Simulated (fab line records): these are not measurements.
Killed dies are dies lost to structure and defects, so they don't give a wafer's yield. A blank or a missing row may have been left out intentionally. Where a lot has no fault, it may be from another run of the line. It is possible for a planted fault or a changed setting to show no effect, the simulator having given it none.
A lot that was struck, set against a sound lot	flow sfq_line	15 out of 325 route steps
Sound: these wafers, L503.1, L503.3, L503.6. Struck: wafer L513.4. (L513.2 of the same lot was not struck and is left out.) The cause comes at the end.
At each step with rows: each side's tool, then ch and its chambers, then its first start. Under that, the readings that differ: sound wafers	struck wafers	difference of the means	sigmas: that difference in standard deviations of wafers without a fault.
alike: a reading whose means differ by less than 2 such deviations, as well as words and numbers matching on both sides. not compared: withheld readings; readings where some wafer has no value; bounds like >300 that might hide an equal value; numbers whose values overlap and for which the record gives no deviation.
Wherever a step has rows on one side only, a row that says differs or no value, or a row with sigmas, the two part there. When numbers do not overlap yet have no deviation, they are printed without sigmas and do not part them. A reading that every wafer of one side lacks parts them only if that side has two wafers or more.

SFQ_TRILAYER_L0_BARC_OPEN_METAL_ETCH_010: etches BARC in O2, target depth 125 nm, time 41.7 s.
  sound on rie_metal-02 ch 0,1, day 5 14:28; struck on rie_metal-03 ch 1, day 8 05:04
  alike: drypump_motor_current_A, he_backside_leak_sccm, oes_product_au
  not compared: rf_hours_counter_h
SFQ_TRILAYER_L0_ETCH_METAL_ETCH_008: etches MoNx KI in SF6/O2, stops on SiO2, target depth 50 nm, time 25 s.
  sound on rie_metal-02 ch 0,1, day 5 14:32; struck on rie_metal-03 ch 1, day 8 05:08
reading	sound	struck	difference	sigmas
oes_product_au (a.u.)	0.869 0.879 0.876	0.856	-0.019	-3
  alike: drypump_motor_current_A, he_backside_leak_sccm
  not compared: rf_hours_counter_h
SFQ_TRILAYER_L0_STRIP_STRIP_009: strips in O2.
  sound on rie_metal-02 ch 0,1, day 5 14:35; struck on rie_metal-03 ch 1, day 8 05:11
  alike: drypump_motor_current_A, he_backside_leak_sccm, oes_product_au, platen_temp_c
  not compared: rf_hours_counter_h
then, 1 step without rows for these wafers: SFQ_TRILAYER_L0_STRIP_SOLV_CLEAN_010 (cleans in NMP, time 600 s).
SFQ_TRILAYER_L0_CAP_PECVD_011: deposits SiO2 from SiH4/N2O, time 13.333 s, target thk 60 nm.
  sound on pecvd-04 ch 0,1, day 5 15:22; struck on pecvd-02 ch 2, day 8 05:57
  alike: heater_power_w, throttle_valve_pct
  not compared: since_wet_clean_h
then, 6 steps without rows for these wafers: SFQ_TRILAYER_L0_VIA_LITHO_COAT_018 (resist thk 62 nm); SFQ_TRILAYER_L0_VIA_LITHO_COAT_013 (resist thk 650 nm); SFQ_TRILAYER_L0_VIA_LITHO_SOFTBAKE_017; SFQ_TRILAYER_L0_VIA_LITHO_EXPOSE_014 (exposes mask L0V, target cd 700 nm); SFQ_TRILAYER_L0_VIA_LITHO_PEB_016 (peb time 60 s); SFQ_TRILAYER_L0_VIA_LITHO_DEVELOP_015 (time 60 s).
-- the record jumps here: 4 days lie between the struck wafers' starts before and after --
SFQ_L0V_OVL_MEAS_903:
  sound: overlay-02 at day 9 16:39; struck: overlay-01 at day 12 08:54
  alike: L0V_OVL
SFQ_TRILAYER_L0_VIA_BARC_OPEN_VIA_ETCH_021: etches BARC in O2, target depth 125 nm, time 41.7 s.
  sound on rie_diel-02 ch 0,1,3, day 9 16:41; struck on rie_diel-02 ch 0, day 12 08:56
reading	sound	struck	difference	sigmas
model.KrF_of_TRILAYER_L0_VIA_LITHO_COAT_013.thk_nm (nm)	574.4 574.1 572.6	580.2	+6.5	
  alike: drypump_motor_current_A, oes_product_au
  not compared: rf_hours_counter_h
SFQ_TRILAYER_L0_VIA_ETCH_VIA_ETCH_016: etches SiO2 in CHF3, stops on MoNx KI, target depth 80 nm.
  sound on rie_diel-02 ch 0,1,3, day 9 16:43; struck on rie_diel-02 ch 0, day 12 08:58
reading	sound	struck	difference	sigmas
model.KrF_of_TRILAYER_L0_VIA_LITHO_COAT_013.thk_nm (nm)	560.2 560.2 558.9	566.2	+6.4	
  alike: drypump_motor_current_A, oes_product_au
SFQ_TRILAYER_L0_VIA_STRIP_STRIP_017: strips in O2.
  sound on rie_metal-01 ch 0, day 9 16:46; struck on rie_metal-03 ch 0, day 12 09:01
  alike: drypump_motor_current_A, he_backside_leak_sccm, oes_product_au, platen_temp_c
  not compared: rf_hours_counter_h

## WHERE THEY PART
At SFQ_TRILAYER_L0_ETCH_METAL_ETCH_008 and nowhere else, as far as this record goes. Later steps at which nothing parts them and some readings are alike: SFQ_TRILAYER_L0_STRIP_STRIP_009, SFQ_TRILAYER_L0_CAP_PECVD_011, SFQ_L0V_OVL_MEAS_903, SFQ_TRILAYER_L0_VIA_BARC_OPEN_VIA_ETCH_021, SFQ_TRILAYER_L0_VIA_ETCH_VIA_ETCH_016, SFQ_TRILAYER_L0_VIA_STRIP_STRIP_017.

WHY: whatever the simulator had introduced
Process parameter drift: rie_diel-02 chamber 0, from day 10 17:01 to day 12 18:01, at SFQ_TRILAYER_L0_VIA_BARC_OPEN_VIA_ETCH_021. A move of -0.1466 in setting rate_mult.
